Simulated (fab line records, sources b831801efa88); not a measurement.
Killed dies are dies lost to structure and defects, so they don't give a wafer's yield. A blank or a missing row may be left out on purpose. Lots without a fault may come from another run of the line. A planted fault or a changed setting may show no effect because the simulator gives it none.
Split-lot experiment | flow sfq_line | 5 lots, 23 wafers read, on a route of 325 steps

THE SPLIT
At SFQ_TRILAYER_M5_LITHO_COAT_123 (resist thk 600 nm), the setting spin_rpm was moved away from the recipe's 3000 rpm on 11 of the 23 wafers read, by -2.9% to +7.4%. The other wafers ran this setting at the recipe's value.

The reading is taken at the split's own step.

THE READING
KrF_of_TRILAYER_M5_LITHO_COAT_123.thk_nm (the simulator's own value, which no gauge read), in nm, at SFQ_TRILAYER_M5_LITHO_COAT_123 (resist thk 600 nm). The file gives no usual value for it. The 12 wafers here that ran the recipe average 600.5 nm, standard deviation 1.8 nm.

wafer  | tool, chamber at the split | spin_rpm as run, rpm | against the recipe | KrF_of_TRILAYER_M5_LITHO_COAT_123.thk_nm, nm | against lot-mates on the recipe
L074.4 | litho_track-02, 0          | 3000                 | recipe             | 602.2                                        | -
L074.5 | litho_track-02, 0          | 3000                 | recipe             | 602.2                                        | -
L074.6 | litho_track-02, 0          | 3000                 | recipe             | 603.3                                        | -
L076.1 | litho_track-02, 0          | 3221                 | +7.4%              | 579.2                                        | -19.4
L076.2 | litho_track-02, 0          | 3000                 | recipe             | 599                                          | -
L076.3 | litho_track-02, 0          | 3221                 | +7.4%              | 577.5                                        | -21.1
L076.4 | litho_track-02, 0          | 3000                 | recipe             | 598.3                                        | -
L076.6 | litho_track-02, 0          | 3221                 | +7.4%              | 577.4                                        | -21.2
L080.1 | litho_track-01, 0          | 3103                 | +3.4%              | 592.3                                        | -9.9
L080.2 | litho_track-01, 0          | 3000                 | recipe             | 602.6                                        | -
L080.4 | litho_track-01, 0          | 3103                 | +3.4%              | 591.6                                        | -10.6
L080.5 | litho_track-01, 0          | 3103                 | +3.4%              | 594.6                                        | -7.6
L080.6 | litho_track-01, 0          | 3000                 | recipe             | 601.8                                        | -
L084.2 | litho_track-01, 0          | 3104                 | +3.5%              | 589.1                                        | -10.9
L084.3 | litho_track-01, 0          | 3104                 | +3.5%              | 589.4                                        | -10.6
L084.4 | litho_track-01, 0          | 3000                 | recipe             | 599.8                                        | -
L084.5 | litho_track-01, 0          | 3000                 | recipe             | 599.7                                        | -
L084.6 | litho_track-01, 0          | 3000                 | recipe             | 600.5                                        | -
L085.1 | litho_track-01, 0          | 3000                 | recipe             | 598.5                                        | -
L085.2 | litho_track-01, 0          | 2913                 | -2.9%              | 607.8                                        | +9.5
L085.3 | litho_track-01, 0          | 2913                 | -2.9%              | 607.9                                        | +9.6
L085.5 | litho_track-01, 0          | 2913                 | -2.9%              | 608.6                                        | +10.3
L085.6 | litho_track-01, 0          | 3000                 | recipe             | 598.1                                        | -

THE FIT
A straight line over all 23 wafers: KrF_of_TRILAYER_M5_LITHO_COAT_123.thk_nm changes by -2.9 nm for each +1% of spin_rpm; r = -0.98; the points scatter about the line by 1.8 nm.
The same after taking each lot's own level away (the mean of its wafers on the recipe; 23 wafers): -2.92 nm for each +1%; r = -1.00; scatter 0.89 nm.
On that fit, the largest move of spin_rpm shifts the reading by 21 nm.
The lots' own levels span 598.30 to 602.57 nm, that is 2.4 times the standard deviation above.
So the lot-to-lot level changes the slope little: the two slopes agree.
Check: with one of the wafers moved furthest among these (+7.4%) left out of the fit, the line predicts -21.7 nm for it against its lot-mates. It came out at -19.4 nm against them.

OTHER SPLITS ON THESE WAFERS
These wafers also went through other splits before the reading. Each is held against what the fit with the lots' levels taken away leaves over:
other split on the same wafers                  | wafers away from the commonest value | r with KrF_of_TRILAYER_M5_LITHO_COAT_123.thk_nm (lot level and that fit taken away)
SFQ_TRILAYER_JJ_TRILAYER_DEP_SPUTTER_112 time_s | 8                                    | -0.21

THE WHOLE CHAIN: every reading that the file lists as answering this split, in the file's order
step                                | what it does                                                            | reading                                                                                   | change (the file's fit)                                                                             | r (the file's)
SFQ_TRILAYER_M5_LITHO_COAT_123      | resist thk 600 nm                                                       | KrF_of_TRILAYER_M5_LITHO_COAT_123.thk_nm (the simulator's own value, which no gauge read) | -2.88 nm for each +1% of the setting                                                                | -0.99
SFQ_TRILAYER_M5_ETCH_METAL_ETCH_126 | etches Nb in Cl2/BCl3, stops on SiO2, time 203.2 s, target depth 265 nm | KrF_of_TRILAYER_M5_LITHO_COAT_123.thk_nm (the simulator's own value, which no gauge read) | -2.82 nm for each +1% of the setting, in a fit together with time_s@TRILAYER_M5_ETCH_METAL_ETCH_126 | 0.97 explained

THE FILE'S OWN FIT
KrF_of_TRILAYER_M5_LITHO_COAT_123.thk_nm changes by -2.88 nm for each +1% of spin_rpm, r = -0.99.
